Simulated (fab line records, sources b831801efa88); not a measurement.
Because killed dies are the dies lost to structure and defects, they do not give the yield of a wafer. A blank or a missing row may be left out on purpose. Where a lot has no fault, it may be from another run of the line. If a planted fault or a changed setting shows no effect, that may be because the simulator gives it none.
fab line records + flow sky130
record
- lots=5
- wafers=15
- last-day=50
route steps=708 shown SONOS_TUNNEL@158 SONOS_ONO@168 PAD_OPEN@708
lots untouched by any fault: they come from a run of this same line in which no faults occurred
start-h: hours from the record's opening day to when the first of the lot's shown wafers began + wait-h: hours from the lot's prior step to this one + " as in the row above + L1.1+2: a row that stands for several wafers + - no value present, or no start provided + * or withheld: withheld + < > ~ a bound
route shown NAME@n: names a module that has steps shown in the file, with the first one's number in the route + usual: average and standard deviation across the fault-free wafers + same: alike in all rows + chamber/n: place in a boat + sites: each site's reading + _std_site: their standard deviation + _edge_site: inner sites' mean taken away from outer sites' mean + radius-mm: for every site, how far away it sits from the centre of the wafer + mask NAME#n: copy n + behind: the most recent tool/chamber to have shaped the wafer + hold: cause of the lot's hold/its duration in hours/its outcome + device: whichever transistor did not switch (one of n, p or np) + end of line: tests run on the same wafers once the route is complete + step lacking rows: just its recipe + killed: dies lost to structure and defects at the first sort, not the wafer's yield + map: the dies of a wafer, with x for killed, . for not killed, _ for no die there
set.NAME: the setting as run; set.NAME@STEP: as run at that earlier step + model.NAME: the simulator's own value behind a step, which no gauge read
lots at selected steps of the route; one table per step, one row per wafer
services: the hour from which a tool's chamber was out of use, counted from the record's first day as start-h (under 0 if before that day), plus the number of hours and why
## steps
# step SKY_SONOS_TUNNEL_EXPOSE_04
# recipe
- mask-id=TUNM
- na=0.6
- source-shape=conventional
- sigma-outer=0.6
- polarization=unpolarized
- target-cd-nm=410
- dose-mj=136
# step SKY_SONOS_TUNNEL_PEB_05
# recipe
- temp-c=withheld
- time-s=*
- resist=NOVOLAK
# step SKY_SONOS_TUNNEL_DEVELOP_06
# recipe
- resist=NOVOLAK
- developer=TMAH
- develop-time-s=60
- dev-temp-c=23
# step SKY_SONOS_TUNNEL_CD_MEAS_07
# recipe
- target-cd-nm=410
# usual
- cd-nm=408.9/2.3
| lot.wafer | tool      | chamber | start-h | wait-h | cd-nm |
|-----------|-----------|---------|---------|--------|-------|
| L182.2    | cd-sem-01 | -       | 299.78  | 0.1    | 404.8 |
| L182.3    | "         | -       | "       | "      | 405.3 |
| L182.6    | "         | -       | "       | "      | 406.7 |
| L185.2    | cd-sem-01 | -       | 316.37  | 0.1    | 408.5 |
| L185.3    | "         | -       | "       | "      | 407.3 |
| L185.4    | "         | -       | "       | "      | 407.2 |
| L195.1    | cd-sem-01 | -       | 404.28  | 0.1    | 413.8 |
| L195.4    | "         | -       | "       | "      | 411.8 |
| L195.6    | "         | -       | "       | "      | 411.8 |
| L196.1    | cd-sem-02 | -       | 412.03  | 0.1    | 406.6 |
| L196.4    | "         | -       | "       | "      | 406.8 |
| L196.6    | "         | -       | "       | "      | 407.7 |
| L199.3    | cd-sem-01 | -       | 433.37  | 0.1    | 408.8 |
| L199.5    | "         | -       | "       | "      | 408.6 |
| L199.6    | "         | -       | "       | "      | 407.8 |
# step SKY_SONOS_TUNNEL_OVL_MEAS_08
# usual
- SONOS_TUNNEL_OVL=0.3/1.3
| lot.wafer | tool       | chamber | start-h | wait-h | SONOS_TUNNEL_OVL[nm] |
|-----------|------------|---------|---------|--------|----------------------|
| L182.2    | overlay-01 | -       | 299.89  | 0.1    | -0.8                 |
| L182.3    | "          | -       | "       | "      | -0.7                 |
| L182.6    | "          | -       | "       | "      | -0.7                 |
| L185.2    | overlay-02 | -       | 316.47  | 0.1    | -0.8                 |
| L185.3    | "          | -       | "       | "      | -1.2                 |
| L185.4    | "          | -       | "       | "      | -1.3                 |
| L195.1    | overlay-01 | -       | 404.40  | 0.1    | -0.7                 |
| L195.4    | "          | -       | "       | "      | -3.5                 |
| L195.6    | "          | -       | "       | "      | -1.5                 |
| L196.1    | overlay-02 | -       | 412.15  | 0.1    | 1.7                  |
| L196.4    | "          | -       | "       | "      | 0.8                  |
| L196.6    | "          | -       | "       | "      | 0.1                  |
| L199.3    | overlay-02 | -       | 433.47  | 0.1    | 3.4                  |
| L199.5    | "          | -       | "       | "      | 2.1                  |
| L199.6    | "          | -       | "       | "      | 3.0                  |
# step SKY_SONOS_TUNNEL_IMPLANT_09
# recipe
- species=B
- energy-kev=20
- dose-cm2=1e+12
- tilt-deg=withheld
# step SKY_SONOS_TUNNEL_WET_ETCH_10
# recipe
- chemistry=dHF
- target-depth-nm=14
- target=SiO2
- dilution=100:1
- temp-c=25
- time-s=280
# step SKY_SONOS_TUNNEL_STRIP_11
# recipe
- chemistry=SPM
- time-s=600
- temp-c=130
# step SKY_SONOS_TUNNEL_TW_MEAS_12
# usual
- SONOS_TUNNEL_TW=198/3.4
| lot.wafer | tool          | chamber | start-h | wait-h | SONOS_TUNNEL_TW |
|-----------|---------------|---------|---------|--------|-----------------|
| L182.2    | film-metro-01 | -       | 300.34  | 0.0    | 200             |
| L182.3    | "             | -       | "       | "      | 200             |
| L182.6    | "             | -       | "       | "      | 200             |
| L185.2    | film-metro-03 | -       | 316.92  | 0.0    | 198             |
| L185.3    | "             | -       | "       | "      | 198             |
| L185.4    | "             | -       | "       | "      | 197             |
| L195.1    | film-metro-04 | -       | 404.86  | 0.0    | 193             |
| L195.4    | "             | -       | "       | "      | 194             |
| L195.6    | "             | -       | "       | "      | 194             |
| L196.1    | film-metro-04 | -       | 412.62  | 0.0    | 194             |
| L196.4    | "             | -       | "       | "      | 193             |
| L196.6    | "             | -       | "       | "      | 193             |
| L199.3    | film-metro-03 | -       | 433.92  | 0.0    | 197             |
| L199.5    | "             | -       | "       | "      | 197             |
| L199.6    | "             | -       | "       | "      | 198             |
# step SKY_SONOS_TUNNEL_CLEAN_13
# recipe
- chemistry=dHF
- time-s=20
- dilution=100:1
- dry=ipa-marangoni
# step SKY_SONOS_ONO_OXIDATION_00
# recipe
- temp-c=800
- ambient=O2
- idle-temp-c=700
- ramp-up-c-per-min=10
- ramp-down-c-per-min=3
- stabilise-s=600
- purge-s=300
- target-thk-a=26
- ox-time-s=1249
# step SKY_SONOS_ONO_THK_MEAS_01
# recipe
- reads=SiO2_of_SONOS_ONO_OXIDATION_00
# usual
- SONOS_ONO_OXIDATION_THK=2.58/0.055
| lot.wafer | tool          | chamber | start-h | wait-h | SONOS_ONO_OXIDATION_THK[nm] |
|-----------|---------------|---------|---------|--------|-----------------------------|
| L182.2    | film-metro-01 | -       | 302.47  | 0.0    | 2.61                        |
| L182.3    | "             | -       | "       | "      | 2.58                        |
| L182.6    | "             | -       | "       | "      | 2.57                        |
| L185.2    | film-metro-03 | -       | 319.85  | 0.0    | 2.68                        |
| L185.3    | "             | -       | "       | "      | 2.57                        |
| L185.4    | "             | -       | "       | "      | 2.64                        |
| L195.1    | film-metro-02 | -       | 406.72  | 0.0    | 2.52                        |
| L195.4    | "             | -       | "       | "      | 2.49                        |
| L195.6    | "             | -       | "       | "      | 2.51                        |
| L196.1    | film-metro-01 | -       | 417.94  | 0.0    | 2.52                        |
| L196.4    | "             | -       | "       | "      | 2.58                        |
| L196.6    | "             | -       | "       | "      | 2.51                        |
| L199.3    | film-metro-03 | -       | 435.34  | 0.0    | 2.59                        |
| L199.5    | "             | -       | "       | "      | 2.59                        |
| L199.6    | "             | -       | "       | "      | 2.60                        |
# step SKY_SONOS_ONO_CVD_02
# recipe
- material=Si3N4
- precursor=DCS/NH3
- target-thk-nm=10.5
- temp-c=770
- time-s=180
- pressure-mtorr=250
# usual
- spike-tc-bottom-C=785/4.6
- spike-tc-lower-C=770.3/1.1
| lot.wafer | tool     | chamber | start-h | wait-h | spike-tc-bottom-C | spike-tc-lower-C | model.Si3N4_of_SONOS_ONO_CVD_02.thk-nm |
|-----------|----------|---------|---------|--------|-------------------|------------------|----------------------------------------|
| L182.2    | lpcvd-02 | 1       | 304.15  | 1.7    | 782               | 771.4            | 10.72                                  |
| L182.3    | "        | 1       | "       | "      | 781               | 769.6            | 10.55                                  |
| L182.6    | "        | 1       | "       | "      | 780               | 771.1            | 10.63                                  |
| L185.2    | lpcvd-02 | 1       | 319.98  | 0.1    | 784               | 770.1            | 16.1                                   |
| L185.3    | "        | 1       | "       | "      | 781               | 770.1            | 16.09                                  |
| L185.4    | "        | 1       | "       | "      | 782               | 769.9            | 16.07                                  |
| L195.1    | lpcvd-02 | 1       | 409.62  | 2.9    | 782               | 772.0            | 10.45                                  |
| L195.4    | "        | 1       | "       | "      | 782               | 769.4            | 10.37                                  |
| L195.6    | "        | 1       | "       | "      | 782               | 769.5            | 10.54                                  |
| L196.1    | lpcvd-02 | 0       | 418.00  | 0.1    | 794               | 770.9            | 10.47                                  |
| L196.4    | "        | 0       | "       | "      | 790               | 768.9            | 10.43                                  |
| L196.6    | "        | 0       | "       | "      | 789               | 769.5            | 10.31                                  |
| L199.3    | lpcvd-02 | 0       | 435.38  | 0.0    | 792               | 770.5            | 10.47                                  |
| L199.5    | "        | 0       | "       | "      | 790               | 769.6            | 10.43                                  |
| L199.6    | "        | 0       | "       | "      | 790               | 767.1            | 10.4                                   |
# step SKY_SONOS_ONO_THK_MEAS_03
# recipe
- reads=Si3N4_of_SONOS_ONO_CVD_02
# usual
- SONOS_ONO_CVD_02_THK=10.50/0.17
| lot.wafer | tool          | chamber | start-h | wait-h | SONOS_ONO_CVD_02_THK[nm] |
|-----------|---------------|---------|---------|--------|--------------------------|
| L182.2    | film-metro-01 | -       | 305.21  | 0.0    | 10.72                    |
| L182.3    | "             | -       | "       | "      | 10.58                    |
| L182.6    | "             | -       | "       | "      | 10.65                    |
| L185.2    | film-metro-02 | -       | 321.04  | 0.0    | 16.11                    |
| L185.3    | "             | -       | "       | "      | 16.09                    |
| L185.4    | "             | -       | "       | "      | 16.06                    |
| L195.1    | film-metro-01 | -       | 410.67  | 0.0    | 10.43                    |
| L195.4    | "             | -       | "       | "      | 10.38                    |
| L195.6    | "             | -       | "       | "      | 10.55                    |
| L196.1    | film-metro-01 | -       | 419.05  | 0.0    | 10.45                    |
| L196.4    | "             | -       | "       | "      | 10.42                    |
| L196.6    | "             | -       | "       | "      | 10.32                    |
| L199.3    | film-metro-03 | -       | 436.45  | 0.0    | 10.53                    |
| L199.5    | "             | -       | "       | "      | 10.44                    |
| L199.6    | "             | -       | "       | "      | 10.44                    |
# step SKY_SONOS_ONO_CVD_04
# recipe
- material=SiO2
- precursor=SiH4/N2O
- target-thk-nm=5.7199
- temp-c=900
- pressure-mtorr=400
# step SKY_PAD_OPEN_PROBE_99
# usual
- killed_at_M0_to_M3=44/6.9
- killed_at_M4_up=3.3/1.8
- killed-at-contacts=24/5
- killed-at-front-end=16/4.6
- killed-at-other=0.2/0.42
- killed-dies=88/9.2
- killed-open=48/7.3
- killed-short=40/6.5
# same
- gross-dies=492
- killed-at-back-side=0
| lot.wafer | tool      | chamber | start-h | wait-h | killed_at_M0_to_M3 | killed_at_M4_up | killed-at-contacts | killed-at-front-end | killed-at-other | killed-dies | killed-open | killed-short |
|-----------|-----------|---------|---------|--------|--------------------|-----------------|--------------------|---------------------|-----------------|-------------|-------------|--------------|
| L182.2    | prober-01 | -       | 1120.66 | 0.1    | 35                 | 3               | 25                 | 7                   | 0               | 70          | 37          | 33           |
| L182.3    | prober-01 | -       | 1120.71 | 0.2    | 45                 | 2               | 16                 | 14                  | 1               | 78          | 37          | 41           |
| L182.6    | prober-01 | -       | 1120.86 | 0.2    | 39                 | 2               | 17                 | 18                  | 0               | 76          | 46          | 30           |
| L185.2    | prober-02 | -       | 1130.27 | 0.1    | 39                 | 8               | 28                 | 18                  | 1               | 94          | 40          | 51           |
| L185.3    | prober-02 | -       | 1130.32 | 0.2    | 39                 | 6               | 20                 | 31                  | 0               | 96          | 49          | 44           |
| L185.4    | prober-02 | -       | 1130.37 | 0.2    | 42                 | 3               | 32                 | 12                  | 0               | 89          | 46          | 41           |
| L196.1    | prober-01 | -       | 1187.90 | 0.1    | 47                 | 4               | 13                 | 19                  | 0               | 83          | 37          | 46           |
| L196.4    | prober-01 | -       | 1188.05 | 0.2    | 42                 | 2               | 21                 | 18                  | 0               | 83          | 52          | 31           |
| L196.6    | prober-01 | -       | 1188.15 | 0.2    | 41                 | 2               | 25                 | 23                  | 1               | 92          | 48          | 43           |
# killed by level:class
L182.2 VIA2:geometric-particle:open=11 CONTACT:geometric-particle:open=8 VIA1:geometric-particle:open=6 CONTACT:geometric-particle:short=5 FIELD_ISO:geometric-particle:short=4 LI_CONTACT:geometric-particle:open=4 LI_CONTACT:geometric-particle:short=4 LOCAL_INTERCONNECT:geometric-particle:short=4
L182.3 VIA1:geometric-particle:open=8 METAL2:geometric-particle:short=7 CONTACT:geometric-particle:open=6 VIA2:geometric-particle:open=6 CONTACT:geometric-particle:short=5 VIA3:geometric-particle:open=5 VIA2:geometric-particle:short=4 METAL1:geometric-particle:short=4
L182.6 VIA3:geometric-particle:open=9 VIA1:geometric-particle:open=8 LI_CONTACT:geometric-particle:open=5 METAL2:geometric-particle:short=5 FIELD_ISO:geometric-particle:short=4 FIELD_ISO:geometric-particle:open=4 POLY_GATE:geometric-particle:open=4 CONTACT:geometric-particle:open=4
L185.2 LOCAL_INTERCONNECT:geometric-particle:short=8 CONTACT:geometric-particle:open=7 VIA2:geometric-particle:open=7 METAL1:geometric-particle:short=6 VIA1:geometric-particle:open=6 METAL2:geometric-particle:short=6 FIELD_ISO:geometric-particle:short=5 LI_CONTACT:geometric-particle:short=5
L185.3 VIA1:geometric-particle:open=11 FIELD_ISO:geometric-particle:short=10 CONTACT:geometric-particle:open=10 FIELD_ISO:geometric-particle:open=7 METAL2:geometric-particle:short=5 POLY_GATE:geometric-particle:short=5 METAL1:geometric-particle:short=5 VIA3:geometric-particle:open=5
L185.4 CONTACT:geometric-particle:open=13 VIA1:geometric-particle:open=12 VIA1:geometric-particle:short=7 CONTACT:geometric-particle:short=6 VIA2:geometric-particle:open=5 LOCAL_INTERCONNECT:geometric-particle:short=5 METAL2:geometric-particle:short=5 LI_CONTACT:geometric-particle:short=4
L196.1 METAL2:geometric-particle:short=7 VIA1:geometric-particle:open=7 VIA1:geometric-particle:short=6 VIA3:geometric-particle:short=6 FIELD_ISO:geometric-particle:short=5 VIA2:geometric-particle:short=5 VIA3:geometric-particle:open=5 FIELD_ISO:geometric-particle:open=4
L196.4 VIA1:geometric-particle:open=12 VIA2:geometric-particle:open=10 LI_CONTACT:geometric-particle:open=9 VIA3:geometric-particle:open=6 FIELD_ISO:geometric-particle:short=5 CONTACT:geometric-particle:open=5 VIA1:geometric-particle:short=5 POLY_GATE:geometric-particle:open=4
L196.6 VIA2:geometric-particle:open=9 CONTACT:geometric-particle:open=9 VIA1:geometric-particle:open=9 FIELD_ISO:geometric-particle:short=8 POLY_GATE:geometric-particle:open=7 CONTACT:geometric-particle:short=6 METAL2:geometric-particle:short=6 METAL1:geometric-particle:short=5
## services
| tool     | chamber | start-h | hours | kind |
|----------|---------|---------|-------|------|
| lpcvd-02 | -       | 351.26  | 6.1   | pm   |
## key
first-sign
- step=SKY_SONOS_ONO_THK_MEAS_03
- reading=SONOS_ONO_CVD_02_THK
- direction=up
- sigmas=33
- usual=10.50
- struck=16.09
effect none on later readings
model-effect
- step=SKY_SONOS_ONO_CVD_02
- value=Si3N4_of_SONOS_ONO_CVD_02.thk-nm
- without=10.61
- struck=16.08
met-at SKY_SONOS_ONO_CVD_02
struck-wafers L185.2,L185.3,L185.4
tester-left-out L185
onset-between 304.15 319.98
fault
- kind=process-parameter-drift
- tool=lpcvd-02
- chamber=1
- onset-h=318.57
- steps=SKY_SONOS_ONO_CVD_02
- channel=target-thk-nm
- offset=5.4772
- shape=step
- end-h=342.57
- acts-in=these-recipes-only
- stated=10.5
# tester-left-out: of these lots the tester's yield and bins aren't shown, on N5 and GAA mostly nor the transistor test; their killed dies are dies lost to structure and defects alone, not to doping, threshold or leakage, so they don't give the yield
